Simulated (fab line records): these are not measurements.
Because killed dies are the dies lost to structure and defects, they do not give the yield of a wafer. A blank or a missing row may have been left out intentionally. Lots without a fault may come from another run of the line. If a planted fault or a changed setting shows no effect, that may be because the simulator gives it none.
Comparing a struck lot with a sound one + flow sky130 + 17 out of 708 route steps
Sound: wafers L552.1, L552.2, L552.6. Wafers L561.2, L561.5, L561.6 were the ones struck. The cause comes at the end.
At each step with rows: each side's tool, then ch and its chambers, then its first start. Under that, the readings that differ: sound wafers + struck wafers + difference of the means + sigmas: that difference in standard deviations of wafers without a fault.
alike: words and numbers the same on both sides, and readings whose means are apart by under 2 such deviations; not compared: readings that were withheld, readings missing a value for some wafer, numbers with overlapping values and no deviation given by the record, and bounds like >300 which may hide the same value.
Wherever a step has rows on one side only, a row that says differs or no value, or a row with sigmas, the two part there. Numbers that have no deviation but don't overlap get no sigmas and don't part them. A reading missing from all wafers of one side parts the sides only when that side holds two or more wafers.

SKY_LDD_HVN_OVL_MEAS_07:
  sound on overlay-01 at day 22 04:11; struck on overlay-01 at day 25 14:19
  alike: LDD_HVN_OVL
next, for these wafers, 1 step has no rows: SKY_LDD_HVN_IMPLANT_08.
SKY_LDD_HVN_STRIP_09: strips in O2/N2.
  sound on plasma_asher-03 ch 0,1, day 22 04:23; struck on plasma_asher-03 ch 0,1, day 25 14:29
  alike: drypump_motor_current_A, o2_flow_sccm, oes_product_au, strip_time_to_endpoint_s
  not compared: rf_hours_counter_h
SKY_LDD_HVN_TW_MEAS_10:
  sound on film_metro-02 at day 22 04:29; struck on film_metro-02 at day 25 14:36
  alike: LDD_HVN_TW
then, 7 steps without rows for these wafers: SKY_LDD_HVP_DEHYDRATE_00 (time 60 s); SKY_LDD_HVP_HMDS_01 (prime time 60 s); SKY_LDD_HVP_COAT_02 (resist thk 300 nm); SKY_LDD_HVP_SOFTBAKE_03 (time 60 s); SKY_LDD_HVP_EXPOSE_04 (exposes mask HVPTM, target cd 700 nm); SKY_LDD_HVP_PEB_05; SKY_LDD_HVP_DEVELOP_06 (develop time 60 s).
SKY_LDD_HVP_OVL_MEAS_07:
  sound on overlay-02 at day 23 11:16; struck on overlay-01 at day 26 19:59
| reading          | sound          | struck      | difference | sigmas |
|------------------|----------------|-------------|------------|--------|
| LDD_HVP_OVL (nm) | -0.2 -1.1 -1.5 | 2.7 3.2 1.9 | +3.5       | +3     |
SKY_LDD_HVP_IMPLANT_08:
  sound on implanter-03 ch 0, day 23 11:19; struck on implanter-02 ch 0, day 26 20:22
SKY_LDD_HVP_STRIP_09: strips in O2/N2.
  sound on plasma_asher-02 ch 0,1, day 23 11:28; struck on plasma_asher-04 ch 0,1, day 26 20:29
  alike: drypump_motor_current_A, o2_flow_sccm, oes_product_au, strip_time_to_endpoint_s
  not compared: rf_hours_counter_h
SKY_LDD_HVP_TW_MEAS_10:
  sound on film_metro-04 at day 23 11:34; struck on film_metro-02 at day 26 20:36
| reading    | sound       | struck      | difference | sigmas |
|------------|-------------|-------------|------------|--------|
| LDD_HVP_TW | 460 463 462 | 566 565 563 | +103       | +33    |
then, 1 step without rows for these wafers: SKY_LDD_LDN_DEHYDRATE_00 (time 60 s).
-- the record jumps here: 22 days lie between the struck wafers' starts before and after (it left off in module LDD_LDN and takes up again in module PAD_OPEN, whose first step shown is number 708 of the route) --
SKY_PAD_OPEN_PROBE_99:
  sound on prober-01 at day 47 00:56; struck on prober-02 at day 49 07:05
| reading                                   | sound                   | struck                | difference | sigmas |
|-------------------------------------------|-------------------------|-----------------------|------------|--------|
| model.etest.tip_p_5v.rs_ohm_sq            | 2821 2821 2820          | 1748 1751 1752        | -1070      |        |
| model.etest.pfet_g5v0d10v5.r_on_ohm_um    | 4726 4647 4658          | 4389 4395 4487        | -253       |        |
| model.etest.pfet_g5v0d10v5.drive_ua_um    | 347.5 347.4 352.1       | 373.3 370.9 365.8     | +21.0      |        |
| model.etest.res_pdiff_hv.rs_ohm_sq        | 193.9 194.4 193.5       | 181.9 183.6 183       | -11.1      |        |
| model.etest.pfet_g5v0d10v5.off_log10_a_um | -12.54 -12.3 -12.46     | -11.18 -11.29 -11.04  | +1.26      |        |
| model.etest.ring_5v.delay_ps              | 44.33 44.2 44.09        | 43.74 43.63 43.97     | -0.43      |        |
| model.etest.pfet_g5v0d10v5.vt_sat_v (V)   | -0.6374 -0.6108 -0.6201 | -0.52 -0.5318 -0.5217 | +0.10      |        |
  alike: killed_at_M0_to_M3, killed_at_M4_up, killed_at_contacts, killed_at_front_end, killed_at_other, killed_dies, killed_open, killed_short
  not compared: model.etest.tip_p_5v.rs_ohm_sq_range

== WHERE THEY PART ==
Earliest at SKY_LDD_HVP_OVL_MEAS_07; latest, in this record, at SKY_LDD_HVP_TW_MEAS_10. Later steps at which nothing parts them and some readings are alike: SKY_PAD_OPEN_PROBE_99.

WHY: the cause the simulator had injected
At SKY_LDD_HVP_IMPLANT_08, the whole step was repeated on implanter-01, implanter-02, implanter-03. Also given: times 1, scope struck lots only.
